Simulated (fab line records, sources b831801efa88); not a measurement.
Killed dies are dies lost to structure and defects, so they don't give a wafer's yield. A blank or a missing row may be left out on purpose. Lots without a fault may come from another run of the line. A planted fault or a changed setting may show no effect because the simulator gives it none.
Problem report in the 8D (eight disciplines) form, filled by code | flow sky130 | the parts of the form that need people (team, actions taken, sign-off) are left out

1. THE PROBLEM
spin_speed_rpm at SKY_VIA3_COAT_07 reads a mean of 3086.7 rpm on 9 wafers of 3 lots; wafers without a fault read 3000.2 rpm with a standard deviation of 1.8. That is +48 standard deviations from the usual mean.
The step: resist thk 450 nm.
First seen on wafer L775.3, day 41 14:00, on litho_track-04. The record holds 21 wafers of 7 lots with a number at this step. Rule for "out", or "out of limits": more than 4 standard deviations from the usual mean. The other wafers with a number count as sound.

2. WHAT IT IS AND WHAT IT IS NOT
question                    | is                     | is not
which readings at this step | spin_speed_rpm         | -
which lots                  | L775, L776, L777       | L768, L769, L788, L789
which wafers of those lots  | all that have a number | -
read on which tools         | litho_track-04         | litho_track-01, litho_track-02
when                        | from day 41 14:00      | up to then (6 sound wafers); but 6 sound wafers of L788, L789 came after

3. SUSPECTS, AND WHAT RULES EACH OUT
Counting: a tool at a process step up to the reading stays a suspect if it ran every lot that is out and no sound lot after the first of them.
- litho_track-04 at SKY_VIA3_COAT_07 (resist thk 450 nm): kept. It ran every lot that is out, first L775 (day 41 14:00), and no sound lot after that; its last sound lot up to then is L769 (day 39 03:00). Its own readings are out on those wafers: spin_speed_rpm.
Left after counting: litho_track-04 at SKY_VIA3_COAT_07.

4. THE CAUSE (what the simulator had put in)
Process parameter drift: litho_track-04, from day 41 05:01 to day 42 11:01, at SKY_VIA3_COAT_07. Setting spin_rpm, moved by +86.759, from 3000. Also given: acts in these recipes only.
Counting left only this tool.

5. THE CHAIN OF EFFECTS, in route order
Each row: a reading whose mean over the struck wafers that have a number lies more than 3 standard deviations from the usual. Only readings for which the record gives a usual standard deviation are gone through. hours: the time from each lot's start at the first step in this table that gives one to its start at this step, as a median over the lots. sigmas: the change in usual standard deviations.
hours | step             | reading        | usual      | on struck wafers | change | sigmas
0     | SKY_VIA3_COAT_07 | spin_speed_rpm | 3000.2 rpm | 3086.7           | +86.5  | +48
The process steps in it:
- SKY_VIA3_COAT_07: resist thk 450 nm.
Later measuring or inspecting steps at which every struck wafer that the step has a row for has a number for every such reading, and none has moved that far: SKY_VIA3_CD_MEAS_12, SKY_VIA3_OVL_MEAS_13.

6. WHAT WOULD HAVE CAUGHT IT SOONER
In this record the first reading out of limits was taken at day 41 14:00, 9 hours after the fault began at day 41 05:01.
